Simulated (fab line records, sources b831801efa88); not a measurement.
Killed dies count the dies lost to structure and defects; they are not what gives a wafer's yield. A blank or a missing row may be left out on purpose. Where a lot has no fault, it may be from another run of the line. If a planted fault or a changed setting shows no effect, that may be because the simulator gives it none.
Matching of chambers ; flow sky130 ; cmp-01 running SKY_CONTACT_CMP_27: 4 sister chambers
The step polishes, stops on SiO2, t overpolish 15 s, target thk 0 nm. 4 wafers are shown with their chamber, then 9 later ones without.

== WAFERS, EACH WITH ITS CHAMBER ==
wafer;chamber;motor current A (A)
L186.3;0;11.1
L187.6;2;12.5
L190.3;1;11.5
L190.6;3;11.7

== WAFERS MISSING THEIR CHAMBER ==
wafer;motor current A (A)
L192.2;11.5
L192.3;11.4
L192.6;10.7
L193.2;11.8
L193.4;11.1
L193.6;11.2
L194.1;13.8
L194.3;10.3
L194.4;12.1

== WHICH CHAMBER EACH WENT THROUGH ==
wafer;from the rows above;in truth
L192.2;can't be placed: 1 or 3 or 0 or 2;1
L192.3;can't be placed: 1 or 3 or 0 or 2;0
L192.6;can't be placed: 0 or 1 or 3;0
L193.2;can't be placed: 3 or 1 or 2 or 0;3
L193.4;can't be placed: 0 or 1 or 3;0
L193.6;can't be placed: 0 or 1 or 3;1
L194.1;can't be placed: 2 or 3 or 1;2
L194.3;can't be placed: 0 or 1 or 3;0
L194.4;can't be placed: 2 or 3 or 1 or 0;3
Correct placement for 0 of the 9. Unplaceable from these rows: 9, with the true chamber sitting among the candidates in 9. Wrongly placed: 0.
How it was worked out, from the rows above alone: a wafer's distance from a chamber is the root of the sum, over the readings, of the square of ((its reading less the chamber's mean) divided by the reading's scatter). The wafer belongs to the nearest chamber; if the next one is less than 2 further off, it can't be placed. A chamber's mean is the mean of its shown wafers. The scatter: root of mean squared gap, hidden wafer to nearest shown wafer, with one shown wafer a chamber.
